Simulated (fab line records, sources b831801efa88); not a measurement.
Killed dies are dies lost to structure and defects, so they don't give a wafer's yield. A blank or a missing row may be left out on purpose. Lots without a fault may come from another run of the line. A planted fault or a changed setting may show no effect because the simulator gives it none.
Which tool did it? | flow gf180mcu | 10 lots, 30 wafers sampled, at 4 steps of a route of 602

WHAT THE GAUGES READ, wafer by wafer
GF_MIM_THK_MEAS_11: measures by xrf.
lot  | measured     | on            | MIM_ALCU_THK (nm)
L393 | day 25 02:28 | film_metro-04 | 204.3 204.4 201.9
L394 | day 25 07:05 | film_metro-02 | 202.9 199.5 201.4
L402 | day 28 05:36 | film_metro-02 | 211.1 209.8 208.9
L403 | day 28 09:50 | film_metro-01 | 212.0 212.4 215.8
L405 | day 28 17:50 | film_metro-01 | 205.4 203.3 204.7
L406 | day 29 07:31 | film_metro-01 | 198.0 201.9 200.1
L410 | day 30 18:53 | film_metro-02 | 201.9 201.9 202.9
L411 | day 30 19:45 | film_metro-04 | 199.3 199.3 199.9
L414 | day 31 08:22 | film_metro-02 | 204.2 202.9 204.4
L415 | day 31 15:06 | film_metro-01 | 198.0 200.6 202.5

WHICH TOOL RAN EACH LOT (tool, then ch and the chambers of the sampled wafers, then the start)
lot  | GF_V4_CMP_26                  | GF_MIM_SPUTTER_07            | GF_MIM_SPUTTER_08
L393 | cmp-02 ch 0,2,3, day 25 01:37 | pvd_sputter-04, day 25 02:14 | pvd_sputter-04, day 25 02:17
L394 | cmp-02 ch 0,3, day 25 06:10   | pvd_sputter-04, day 25 06:50 | pvd_sputter-04, day 25 06:53
L402 | cmp-01 ch 0,2,3, day 28 04:53 | pvd_sputter-04, day 28 05:22 | pvd_sputter-04, day 28 05:25
L403 | cmp-02 ch 2,3, day 28 08:59   | pvd_sputter-04, day 28 09:35 | pvd_sputter-04, day 28 09:38
L405 | cmp-01 ch 0,1,2, day 28 17:02 | pvd_sputter-03, day 28 17:36 | pvd_sputter-03, day 28 17:38
L406 | cmp-02 ch 0,2,3, day 29 06:44 | pvd_sputter-03, day 29 07:15 | pvd_sputter-03, day 29 07:18
L410 | cmp-02 ch 0,3, day 30 18:03   | pvd_sputter-01, day 30 18:40 | pvd_sputter-01, day 30 18:43
L411 | cmp-01 ch 0,1, day 30 18:56   | pvd_sputter-01, day 30 19:31 | pvd_sputter-01, day 30 19:34
L414 | cmp-02 ch 0,1,2, day 31 07:35 | pvd_sputter-03, day 31 08:07 | pvd_sputter-03, day 31 08:09
L415 | cmp-01 ch 0,2,3, day 31 14:19 | pvd_sputter-01, day 31 14:52 | pvd_sputter-01, day 31 14:55
- GF_V4_CMP_26: polishes, stops on SiO2, t overpolish 15 s, target thk 0 nm.
- GF_MIM_SPUTTER_07: material TiN, target thk 60 nm, time 50 s.
- GF_MIM_SPUTTER_08: material AlCu, target thk 200 nm, time 10.6 s.

THE ANSWER, worked out from the rows above alone
Rule: what is usual is taken from the lots themselves. Put in order of their means at a reading, lots are off if they are a third of the lots or fewer, leave a main group of 4 or more, and stand apart from it by a gap of 3 or more times the standard deviation of the main group's means; of several such gaps the widest counts. A main group whose means are all the same, to the digits that the tables above print for the reading, isn't used. A lot without any number at a reading at which 4 lots or more have one is off too. The other lots that the step has rows for count as sound.
Off: L402, L403, at GF_MIM_THK_MEAS_11 (MIM_ALCU_THK). The main group: mean 201.9 nm, standard deviation 1.8.
A tool fits if, at a process step before that reading, it ran every lot that is off, and no sound lot after the first of them. The gauges at GF_MIM_THK_MEAS_11 are tried like those tools. One fits: pvd_sputter-04 at GF_MIM_SPUTTER_07 and GF_MIM_SPUTTER_08. At GF_MIM_SPUTTER_07 its last sound lot is L394 (day 25 06:50), its first lot that is off L402 (day 28 05:22): a fault that began between those two fits.

WHAT THE SIMULATOR HAD PUT IN
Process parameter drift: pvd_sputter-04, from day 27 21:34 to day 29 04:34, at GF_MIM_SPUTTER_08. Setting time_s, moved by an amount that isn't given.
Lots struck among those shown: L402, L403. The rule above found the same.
